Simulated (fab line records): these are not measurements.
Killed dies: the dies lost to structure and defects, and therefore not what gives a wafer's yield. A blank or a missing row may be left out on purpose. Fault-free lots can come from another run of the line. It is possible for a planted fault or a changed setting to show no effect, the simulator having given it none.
Which of the tools did it? :: flow sky130 :: 13 lots with 39 wafers sampled at 4 steps, on a route of 708 steps

WHAT EACH GAUGE READ, for each wafer
SKY_FIELD_ISO_THK_MEAS_23. Usual: FIELD_ISO_OXIDATION_01_THK typically reads 10.03 nm, with standard deviation 0.19.
lot: L808
measured: day 2 18:49
on: film_metro-01
FIELD_ISO_OXIDATION_01_THK (nm): 9.83 9.68 9.61
flag: 

lot: L809
measured: day 3 01:11
on: film_metro-01
FIELD_ISO_OXIDATION_01_THK (nm): 10.07 10.17 10.06
flag: 

lot: L812
measured: day 3 14:26
on: film_metro-02
FIELD_ISO_OXIDATION_01_THK (nm): 10.29 10.40 10.23
flag: 

lot: L813
measured: day 3 19:47
on: film_metro-02
FIELD_ISO_OXIDATION_01_THK (nm): 10.20 10.45 10.04
flag: 

lot: L814
measured: day 4 00:50
on: film_metro-01
FIELD_ISO_OXIDATION_01_THK (nm): 9.87 10.07 10.08
flag: 

lot: L816
measured: day 4 15:44
on: film_metro-01
FIELD_ISO_OXIDATION_01_THK (nm): 10.01 9.74 10.06
flag: 

lot: L818
measured: day 4 22:40
on: film_metro-01
FIELD_ISO_OXIDATION_01_THK (nm): 9.76 9.88 9.82
flag: 

lot: L819
measured: day 5 02:50
on: film_metro-02
FIELD_ISO_OXIDATION_01_THK (nm): 10.20 9.97 10.05
flag: 

lot: L820
measured: day 5 08:13
on: film_metro-03
FIELD_ISO_OXIDATION_01_THK (nm): 9.84 10.04 9.94
flag: 

lot: L821
measured: day 5 13:49
on: film_metro-02
FIELD_ISO_OXIDATION_01_THK (nm): 10.28 10.28 10.42
flag: 

lot: L823
measured: day 5 23:44
on: film_metro-01
FIELD_ISO_OXIDATION_01_THK (nm): 10.34 10.23 10.37
flag: 

lot: L826
measured: day 6 17:01
on: film_metro-02
FIELD_ISO_OXIDATION_01_THK (nm): 10.09 10.20 10.10
flag: 

lot: L827
measured: day 6 19:19
on: film_metro-02
FIELD_ISO_OXIDATION_01_THK (nm): 9.99 9.93 9.74
flag: 

SKY_DNWELL_TW_MEAS_09. Usual: DNWELL_TW typically reads 1111, with standard deviation 9.6.
lot: L808
measured: day 3 16:41
on: film_metro-04
DNWELL_TW: 1115 1111 1116
flag: 

lot: L809
measured: day 3 22:01
on: film_metro-03
DNWELL_TW: 1113 1120 1115
flag: 

lot: L812
measured: day 4 13:41
on: film_metro-02
DNWELL_TW: 1097 1094 1096
flag: 

lot: L813
measured: day 4 16:47
on: film_metro-04
DNWELL_TW: 1120 1123 1119
flag: 

lot: L814
measured: day 4 23:53
on: film_metro-04
DNWELL_TW: 1111 1116 1122
flag: 

lot: L816
measured: day 5 13:37
on: film_metro-04
DNWELL_TW: 1111 1110 1117
flag: 

lot: L818
measured: day 5 21:14
on: film_metro-04
DNWELL_TW: 1105 1108 1106
flag: 

lot: L819
measured: day 6 03:48
on: film_metro-02
DNWELL_TW: 1368 1362 1382 1368 1374 1371
flag: OFF

lot: L820
measured: day 6 06:55
on: film_metro-04
DNWELL_TW: 1114 1118 1117
flag: 

lot: L821
measured: day 6 12:20
on: film_metro-04
DNWELL_TW: 1104 1104 1103
flag: 

lot: L823
measured: day 7 00:37
on: film_metro-02
DNWELL_TW: 1369 1370 1371 1377 1368 1372
flag: OFF

lot: L826
measured: day 7 17:14
on: film_metro-04
DNWELL_TW: 1116 1117 1118
flag: 

lot: L827
measured: day 7 20:41
on: film_metro-04
DNWELL_TW: 1396 1404 1400 1398 1396 1391
flag: OFF

SKY_NWELL_TW_MEAS_15. Usual: NWELL_TW typically reads 1823, with standard deviation 15.
lot: L808
measured: day 5 03:25
on: film_metro-03
NWELL_TW: 1839 1830 1833
flag: 

lot: L809
measured: day 5 08:55
on: film_metro-02
NWELL_TW: 1799 1803 1797
flag: 

lot: L812
measured: day 6 01:36
on: film_metro-04
NWELL_TW: 1817 1814 1821
flag: 

lot: L813
measured: day 6 04:11
on: film_metro-02
NWELL_TW: 1789 1797 1800
flag: 

lot: L814
measured: day 6 12:04
on: film_metro-03
NWELL_TW: 1842 1840 1827
flag: 

lot: L816
measured: day 7 03:26
on: film_metro-02
NWELL_TW: 1780 1793 1797
flag: 

lot: L818
measured: day 7 13:07
on: film_metro-03
NWELL_TW: 1825 1824 1818
flag: 

lot: L819
measured: day 7 19:16
on: film_metro-04
NWELL_TW: 1837 1830 1839
flag: 

lot: L820
measured: day 7 22:56
on: film_metro-03
NWELL_TW: 1833 1828 1831
flag: 

lot: L821
measured: day 8 04:45
on: film_metro-03
NWELL_TW: 1833 1840 1848
flag: 

lot: L823
measured: day 8 17:32
on: film_metro-03
NWELL_TW: 1832 1837 1837
flag: 

lot: L826
measured: day 9 10:22
on: film_metro-03
NWELL_TW: 1834 1825 1831
flag: 

lot: L827
measured: day 9 14:59
on: film_metro-03
NWELL_TW: 1838 1827 1825
flag: 

WHAT TOOL EACH LOT RAN ON (gives the tool, then ch and the chambers of the sampled wafers, and finally the start)
lot: L808
SKY_DNWELL_IMPLANT_07: implanter-04 ch 0, day 3 16:26

lot: L809
SKY_DNWELL_IMPLANT_07: implanter-01 ch 0, day 3 21:46

lot: L812
SKY_DNWELL_IMPLANT_07: implanter-01 ch 0, day 4 13:28

lot: L813
SKY_DNWELL_IMPLANT_07: implanter-01 ch 0, day 4 16:34

lot: L814
SKY_DNWELL_IMPLANT_07: implanter-03 ch 0, day 4 23:40

lot: L816
SKY_DNWELL_IMPLANT_07: implanter-01 ch 0, day 5 13:22

lot: L818
SKY_DNWELL_IMPLANT_07: implanter-04 ch 0, day 5 21:01

lot: L819
SKY_DNWELL_IMPLANT_07: implanter-03 ch 0, day 6 03:14

lot: L820
SKY_DNWELL_IMPLANT_07: implanter-03 ch 0, day 6 06:40

lot: L821
SKY_DNWELL_IMPLANT_07: implanter-03 ch 0, day 6 12:05

lot: L823
SKY_DNWELL_IMPLANT_07: implanter-03 ch 0, day 7 00:04

lot: L826
SKY_DNWELL_IMPLANT_07: implanter-04 ch 0, day 7 16:59

lot: L827
SKY_DNWELL_IMPLANT_07: implanter-03 ch 0, day 7 19:55
- SKY_DNWELL_IMPLANT_07

AS READ BY THE TOOLS THEMSELVES (means over the sampled wafers that have a number; for cases with no such wafer, the mark the record gives instead)
The record holds no such reading with a usual standard deviation.

THE ANSWER, worked out from the rows above alone
Rule: a lot counts as off when the mean over its wafers that have a number is more than 3 standard deviations away from the usual mean. Also off: a lot with no number at a reading for which 4 or more lots have one. The other lots that the step has rows for count as sound. After the gauges, taken in route order, come the tools' own readings; for these a lot's mean is taken, as printed above. At the first step where some lot is off, the reading lying furthest off is the one used; lots without a number count as furthest.
Off: at SKY_DNWELL_TW_MEAS_09 (DNWELL_TW), L819, L823, L827.
If a tool, at a process step before that reading, ran all the lots that are off and no sound lot after the first of them, it fits. Those tools and the gauges at SKY_DNWELL_TW_MEAS_09 are tried in the same way. Of those tried, none fits.

WHAT HAD BEEN PUT IN BY THE SIMULATOR
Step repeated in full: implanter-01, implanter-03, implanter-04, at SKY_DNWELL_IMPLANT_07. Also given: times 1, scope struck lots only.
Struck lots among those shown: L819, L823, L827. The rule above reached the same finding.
